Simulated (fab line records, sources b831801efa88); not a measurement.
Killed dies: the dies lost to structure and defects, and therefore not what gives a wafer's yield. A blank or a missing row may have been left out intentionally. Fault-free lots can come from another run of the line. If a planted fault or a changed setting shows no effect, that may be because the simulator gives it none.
Chamber matching / flow sky130 / rieDiel-03 running SKY_PASSIVATION_ETCH_11: 4 sister chambers
The step etches the open film in CF4/O2, stops on AlCu, target depth 725 nm, time 161.1 s. 8 wafers are shown with their chamber, then 7 later ones without.

## WAFERS WITH THEIR CHAMBER
wafer=L089.1; chamber=2; drypumpMotorCurrentA (A)=5.6; oesProductAu (a.u.)=0.972
wafer=L089.3; chamber=1; drypumpMotorCurrentA (A)=6.1; oesProductAu (a.u.)=0.984
wafer=L089.5; chamber=3; drypumpMotorCurrentA (A)=6.5; oesProductAu (a.u.)=0.986
wafer=L092.1; chamber=1; drypumpMotorCurrentA (A)=6.1; oesProductAu (a.u.)=0.975
wafer=L092.2; chamber=2; drypumpMotorCurrentA (A)=5.6; oesProductAu (a.u.)=0.972
wafer=L092.3; chamber=3; drypumpMotorCurrentA (A)=6.4; oesProductAu (a.u.)=0.967
wafer=L092.4; chamber=0; drypumpMotorCurrentA (A)=6.0; oesProductAu (a.u.)=0.982
wafer=L092.5; chamber=0; drypumpMotorCurrentA (A)=6.0; oesProductAu (a.u.)=0.980

## WAFERS MISSING THEIR CHAMBER
wafer=L092.6; drypumpMotorCurrentA (A)=6.4; oesProductAu (a.u.)=0.974
wafer=L094.1; drypumpMotorCurrentA (A)=6.1; oesProductAu (a.u.)=0.977
wafer=L094.5; drypumpMotorCurrentA (A)=5.6; oesProductAu (a.u.)=0.982
wafer=L094.6; drypumpMotorCurrentA (A)=6.5; oesProductAu (a.u.)=0.992
wafer=L095.2; drypumpMotorCurrentA (A)=5.9; oesProductAu (a.u.)=0.983
wafer=L095.4; drypumpMotorCurrentA (A)=6.1; oesProductAu (a.u.)=0.981
wafer=L095.5; drypumpMotorCurrentA (A)=6.1; oesProductAu (a.u.)=0.986

## WHICH CHAMBER EACH WENT THROUGH
wafer=L092.6; from the rows above=3; in truth=3
wafer=L094.1; from the rows above=1; in truth=1
wafer=L094.5; from the rows above=2; in truth=2
wafer=L094.6; from the rows above=3; in truth=3
wafer=L095.2; from the rows above=0; in truth=0
wafer=L095.4; from the rows above=1; in truth=1
wafer=L095.5; from the rows above=1; in truth=1
7 of 7 placed correctly. Not placeable from these rows: 0. 0 placed wrongly.
How it was worked out, from the rows above alone: a wafer's distance from a chamber is the root of the sum, over the readings, of the square of ((its reading less the chamber's mean) divided by the reading's scatter). If the next closest chamber is less than 2 further off than the closest, the wafer can't be placed; otherwise it belongs to the closest. The mean given for a chamber averages the wafers shown for that chamber. The scatter: the root of (the sum of the squares of (reading less its chamber's mean) over the shown wafers, divided by (wafers less chambers)).
